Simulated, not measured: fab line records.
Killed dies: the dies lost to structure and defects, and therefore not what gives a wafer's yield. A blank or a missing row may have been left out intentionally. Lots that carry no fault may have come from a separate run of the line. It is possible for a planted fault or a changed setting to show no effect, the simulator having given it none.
Commonality check across tools -- flow sky130 -- Sample size 13 lots and 45 wafers

WHY IT WAS OPENED
Of 13 lots, 2 have the reading SD_N_RS flagged at SKY_SD_N_RS_MEAS_16. No-fault wafers: 68.57 ohm/sq, standard deviation 0.12.
Rule: flag the lot when none of its wafers has a number, or when each of its wafers that has one lies beyond 4 standard deviations from that mean. As for the other lots, they are considered sound.

lot,measured,on,"SD_N_RS (ohm/sq), wafer by wafer",flag
L933,day 27 10:37,filmMetro-02,68.58 68.83 68.64,
L934,day 27 22:23,filmMetro-02,68.71 68.56 68.59,
L935,day 28 11:20,filmMetro-02,68.63 68.65 68.70,
L938,day 29 00:27,filmMetro-01,68.56 68.59 68.60,
L940,day 30 07:13,filmMetro-03,68.50 68.56 68.61,
L942,day 30 14:13,filmMetro-02,68.85 68.91 68.70,
L943,day 31 07:03,filmMetro-02,68.54 68.64 68.43,
L944,day 31 13:35,filmMetro-02,68.43 68.64 68.44,
L945,day 31 22:02,filmMetro-01,68.43 68.39 68.47,
L946,day 31 23:08,filmMetro-01,63.14 63.28 63.25 63.32 63.25 63.19,FLAGGED
L948,day 32 15:11,filmMetro-02,63.25 63.42 63.29 63.26 63.40 63.27,FLAGGED
L954,day 34 23:55,filmMetro-03,68.45 68.56 68.63,
L956,day 35 11:01,filmMetro-03,68.40 68.38 68.37,
The numbers of the flagged lots are 63.28 ohm/sq on average: -5.29 ohm/sq against the usual, or -44 standard deviations.

WHICH TOOL RAN EACH LOT
The record holds 1 process step before the reading, out of a route of 708 steps. Every cell lists first the tool, next ch and the chambers used by the sampled wafers, and last the start.
lot,flag,SKY_SD_N_RTA_14
L933,,"rtpAnneal-02 ch 0, day 27 10:26"
L934,,"rtpAnneal-02 ch 0, day 27 22:12"
L935,,"rtpAnneal-01 ch 0, day 28 11:10"
L938,,"rtpAnneal-01 ch 0, day 29 00:16"
L940,,"rtpAnneal-02 ch 0, day 30 07:02"
L942,,"rtpAnneal-02 ch 0, day 30 14:02"
L943,,"rtpAnneal-01 ch 0, day 31 06:53"
L944,,"rtpAnneal-02 ch 0, day 31 13:24"
L945,,"rtpAnneal-01 ch 0, day 31 21:50"
L946,FLAGGED,"rtpAnneal-02 ch 0, day 31 22:57"
L948,FLAGGED,"rtpAnneal-02 ch 0, day 32 15:01"
L954,,"rtpAnneal-01 ch 0, day 34 23:41"
L956,,"rtpAnneal-02 ch 0, day 35 10:50"
These steps, and what they do:
- SKY_SD_N_RTA_14: time 2 s.
- SKY_SD_N_RS_MEAS_16: measures by four-point-probe.

FLAGGED OVER TOTAL, TOOL BY TOOL (the gauges that took the reading come last)
step,tool,lots run,flagged,share of the flagged lots,sound lots run after its first flagged lot
SKY_SD_N_RTA_14,rtpAnneal-01,5,0,none,-
SKY_SD_N_RTA_14,rtpAnneal-02,8,2,all,1 (L956)
SKY_SD_N_RS_MEAS_16,filmMetro-01,3,1,some,0
SKY_SD_N_RS_MEAS_16,filmMetro-02,7,1,some,0
SKY_SD_N_RS_MEAS_16,filmMetro-03,3,0,none,-

THE TABLE: WHAT IT ALLOWS
In the table, 1 row covers all flagged lots: rtpAnneal-02 at SKY_SD_N_RTA_14.
- rtpAnneal-02 at SKY_SD_N_RTA_14: 2 of its 8 lots flagged. Sound lots ran on it after the first flagged one (L956), which a lasting fault on the whole tool wouldn't allow. Its own readings (lampPowerPct, wafer_temp_C_max) fall more than 4 standard deviations out on all wafers of the flagged lots.
There is no row in the table that ran each flagged lot and no sound lot after the first.

WHAT THE SIMULATOR PUT IN
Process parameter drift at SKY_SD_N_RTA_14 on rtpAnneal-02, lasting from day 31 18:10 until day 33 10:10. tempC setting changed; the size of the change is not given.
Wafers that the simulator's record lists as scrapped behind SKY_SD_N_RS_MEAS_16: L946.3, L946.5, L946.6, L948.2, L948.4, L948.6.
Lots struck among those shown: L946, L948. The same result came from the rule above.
